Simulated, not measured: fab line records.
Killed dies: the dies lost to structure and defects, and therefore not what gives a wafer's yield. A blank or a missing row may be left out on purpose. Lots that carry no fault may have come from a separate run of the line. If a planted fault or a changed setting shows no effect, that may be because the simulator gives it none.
Which tool was responsible?	flow gf180mcu	7 lots with 21 wafers sampled at 2 steps, on a route of 602 steps

== WHAT THE GAUGES SHOWED, per wafer ==
GF_HV_LDD_OVL_MEAS_32.
lot	measured	on	HV_LDD_02_OVL (nm)
L361	day 12 15:58	overlay-02	0.4 0.2 0.8
L365	day 14 05:38	overlay-01	-0.9 -2.9 0.8
L367	day 14 15:27	overlay-02	0.5 0.6 1.9
L370	day 15 09:51	overlay-01	2.5 2.1 3.1
L375	day 17 03:05	overlay-01	-0.2 1.0 1.7
L378	day 17 22:39	overlay-02	-119.7 -119.5 -119.6 -120.1 -119.9 -120.5
L381	day 18 20:17	overlay-02	0.8 1.4 0.2

== EACH LOT AND THE TOOL THAT RAN IT (in order: tool; ch and the chambers of the sampled wafers; start) ==
lot	GF_HV_LDD_EXPOSE_28
L361	ilineStepper-02 ch 0, day 12 06:21
L365	ilineStepper-01 ch 0, day 13 18:44
L367	ilineStepper-02 ch 0, day 14 05:13
L370	ilineStepper-02 ch 0, day 14 23:11
L375	ilineStepper-01 ch 0, day 16 15:55
L378	ilineStepper-01 ch 0, day 17 11:22
L381	ilineStepper-02 ch 0, day 18 08:32
- GF_HV_LDD_EXPOSE_28: exposes mask Nplus HV AREA, target cd 400 nm.

== THE ANSWER, worked out from the rows above alone ==
Rule: the usual values come from the lots themselves. The widest of any qualifying gaps counts: lots, ordered by their means at a reading, are off when they make up no more than a third of the lots, leave a main group of 4 or more, and stand apart from it by 3 or more times the standard deviation of that group's means. If all means in a main group match to the digits the tables above print for the reading, that group is not used. Also off: a lot with no number at a reading for which 4 or more lots have one. Where the step has rows for the other lots, those lots are counted as sound.
Off: L378, seen at GF_HV_LDD_OVL_MEAS_32 (HV_LDD_02_OVL). For the main group the mean is 0.8 nm and the standard deviation 1.
A tool fits if, at a process step before that reading, it ran every lot that is off, and no sound lot after the first of them. Gauges at GF_HV_LDD_OVL_MEAS_32: tried the same way as those tools. One candidate fits, namely ilineStepper-01 at GF_HV_LDD_EXPOSE_28. A fault onset in the window from L375 (day 16 15:55, its last sound lot) to L378 (day 17 11:22, its first lot off) fits.

== WHAT WAS PUT IN BY THE SIMULATOR ==
Scanner matching overlay: ilineStepper-01, from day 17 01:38 on, at GF_HV_LDD_EXPOSE_28. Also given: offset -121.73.
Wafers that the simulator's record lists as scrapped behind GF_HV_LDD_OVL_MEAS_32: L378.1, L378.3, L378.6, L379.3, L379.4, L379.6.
Shown lots that were struck: L378. The same result came from the rule above.
